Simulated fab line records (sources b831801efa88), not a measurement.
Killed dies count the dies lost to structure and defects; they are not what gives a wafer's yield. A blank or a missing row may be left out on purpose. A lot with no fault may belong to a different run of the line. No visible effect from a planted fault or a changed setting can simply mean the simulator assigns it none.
Which tool did it? || flow sky130 || 45 wafers from 15 lots sampled at 2 of the route's 708 steps

## WHAT EACH GAUGE READ, for each wafer
SKY_CONTACT_CD_MEAS_14: the cd target is 170 nm.
{"lot": "L296", "measured": "day 31 09:46", "on": "cd-sem-02", "cd-nm (nm)": "170.9 169.8 168.0"}
{"lot": "L297", "measured": "day 31 15:49", "on": "cd-sem-02", "cd-nm (nm)": "171.1 171.3 170.8"}
{"lot": "L298", "measured": "day 32 02:43", "on": "cd-sem-01", "cd-nm (nm)": "172.7 172.0 171.8"}
{"lot": "L303", "measured": "day 33 22:37", "on": "cd-sem-01", "cd-nm (nm)": "169.8 169.5 169.0"}
{"lot": "L305", "measured": "day 34 16:00", "on": "cd-sem-01", "cd-nm (nm)": "170.4 170.1 169.3"}
{"lot": "L311", "measured": "day 36 18:39", "on": "cd-sem-01", "cd-nm (nm)": "169.1 168.4 169.2"}
{"lot": "L312", "measured": "day 37 03:55", "on": "cd-sem-02", "cd-nm (nm)": "169.3 169.8 170.7"}
{"lot": "L313", "measured": "day 37 16:37", "on": "cd-sem-02", "cd-nm (nm)": "170.6 169.2 170.8"}
{"lot": "L315", "measured": "day 37 23:47", "on": "cd-sem-02", "cd-nm (nm)": "171.3 170.5 170.9"}
{"lot": "L317", "measured": "day 38 09:17", "on": "cd-sem-02", "cd-nm (nm)": "169.9 169.9 169.9"}
{"lot": "L319", "measured": "day 38 17:14", "on": "cd-sem-02", "cd-nm (nm)": "166.9 167.3 167.6"}
{"lot": "L318", "measured": "day 38 19:58", "on": "cd-sem-02", "cd-nm (nm)": "169.2 170.1 169.4"}

## EACH LOT AND THE TOOL THAT RAN IT (in order: tool; ch and the chambers of the sampled wafers; start)
{"lot": "L296", "SKY_POLY_GATE_DEVELOP_12": "litho-track-04 ch 0, day 16 03:00"}
{"lot": "L297", "SKY_POLY_GATE_DEVELOP_12": "litho-track-01 ch 0, day 16 09:00"}
{"lot": "L298", "SKY_POLY_GATE_DEVELOP_12": "litho-track-02 ch 0, day 16 20:00"}
{"lot": "L300", "SKY_POLY_GATE_DEVELOP_12": "litho-track-04, day 17 14:00"}
{"lot": "L301", "SKY_POLY_GATE_DEVELOP_12": "litho-track-01, day 18 02:00"}
{"lot": "L302", "SKY_POLY_GATE_DEVELOP_12": "litho-track-01, day 18 18:00"}
{"lot": "L303", "SKY_POLY_GATE_DEVELOP_12": "litho-track-04 ch 0, day 19 00:00"}
{"lot": "L305", "SKY_POLY_GATE_DEVELOP_12": "litho-track-01 ch 0, day 19 21:00"}
{"lot": "L311", "SKY_POLY_GATE_DEVELOP_12": "litho-track-01 ch 0, day 22 07:00"}
{"lot": "L312", "SKY_POLY_GATE_DEVELOP_12": "litho-track-02 ch 0, day 22 17:00"}
{"lot": "L313", "SKY_POLY_GATE_DEVELOP_12": "litho-track-01 ch 0, day 23 05:00"}
{"lot": "L315", "SKY_POLY_GATE_DEVELOP_12": "litho-track-01 ch 0, day 23 18:00"}
{"lot": "L317", "SKY_POLY_GATE_DEVELOP_12": "litho-track-02 ch 0, day 24 05:00"}
{"lot": "L319", "SKY_POLY_GATE_DEVELOP_12": "litho-track-01 ch 0, day 24 10:00"}
{"lot": "L318", "SKY_POLY_GATE_DEVELOP_12": "litho-track-04 ch 0, day 24 17:00"}
- SKY_POLY_GATE_DEVELOP_12: develop time 60 s.

## WHAT THE TOOLS THEMSELVES READ (means of the sampled wafers that have a number; where no wafer has one, the mark that the record gives instead)
SKY_POLY_GATE_DEVELOP_12.
{"lot": "L296", "tool": "litho-track-04", "chill-plate-temp-C (C)": 23.00}
{"lot": "L297", "tool": "litho-track-01", "chill-plate-temp-C (C)": 22.99}
{"lot": "L298", "tool": "litho-track-02", "chill-plate-temp-C (C)": 23.01}
{"lot": "L300", "tool": "litho-track-04", "chill-plate-temp-C (C)": "-"}
{"lot": "L301", "tool": "litho-track-01", "chill-plate-temp-C (C)": "-"}
{"lot": "L302", "tool": "litho-track-01", "chill-plate-temp-C (C)": "-"}
{"lot": "L303", "tool": "litho-track-04", "chill-plate-temp-C (C)": 22.98}
{"lot": "L305", "tool": "litho-track-01", "chill-plate-temp-C (C)": 23.01}
{"lot": "L311", "tool": "litho-track-01", "chill-plate-temp-C (C)": 22.86}
{"lot": "L312", "tool": "litho-track-02", "chill-plate-temp-C (C)": 22.96}
{"lot": "L313", "tool": "litho-track-01", "chill-plate-temp-C (C)": 23.06}
{"lot": "L315", "tool": "litho-track-01", "chill-plate-temp-C (C)": 22.92}
{"lot": "L317", "tool": "litho-track-02", "chill-plate-temp-C (C)": 23.05}
{"lot": "L319", "tool": "litho-track-01", "chill-plate-temp-C (C)": 23.12}
{"lot": "L318", "tool": "litho-track-04", "chill-plate-temp-C (C)": 22.87}

## THE ANSWER, worked out from the rows above alone
Rule: the lots themselves supply what counts as usual. Put in order of their means at a reading, lots are off if they are a third of the lots or fewer, leave a main group of 4 or more, and stand apart from it by a gap of 3 or more times the standard deviation of the main group's means; of several such gaps the widest counts. Not used: any main group whose means are identical at the precision the tables above print for the reading. Also off: a lot with no number at a reading for which 4 or more lots have one. All remaining lots with rows at the step are treated as sound. First the gauges in route order, then the tools' own readings, where a lot's mean is used as printed above. At the first step where some lot is off, the reading lying furthest off is the one used; lots without a number count as furthest.
Off: L300, L301, L302, at SKY_POLY_GATE_DEVELOP_12 (chill-plate-temp-C). Without a number there: L300, L301, L302. The main group: mean 22.99 C, standard deviation 0.073.
A tool fits if, at that step or a process step before it, it ran every lot that is off, and no sound lot after the first of them. No candidate that was tried fits.

## WHAT HAD BEEN PUT IN BY THE SIMULATOR
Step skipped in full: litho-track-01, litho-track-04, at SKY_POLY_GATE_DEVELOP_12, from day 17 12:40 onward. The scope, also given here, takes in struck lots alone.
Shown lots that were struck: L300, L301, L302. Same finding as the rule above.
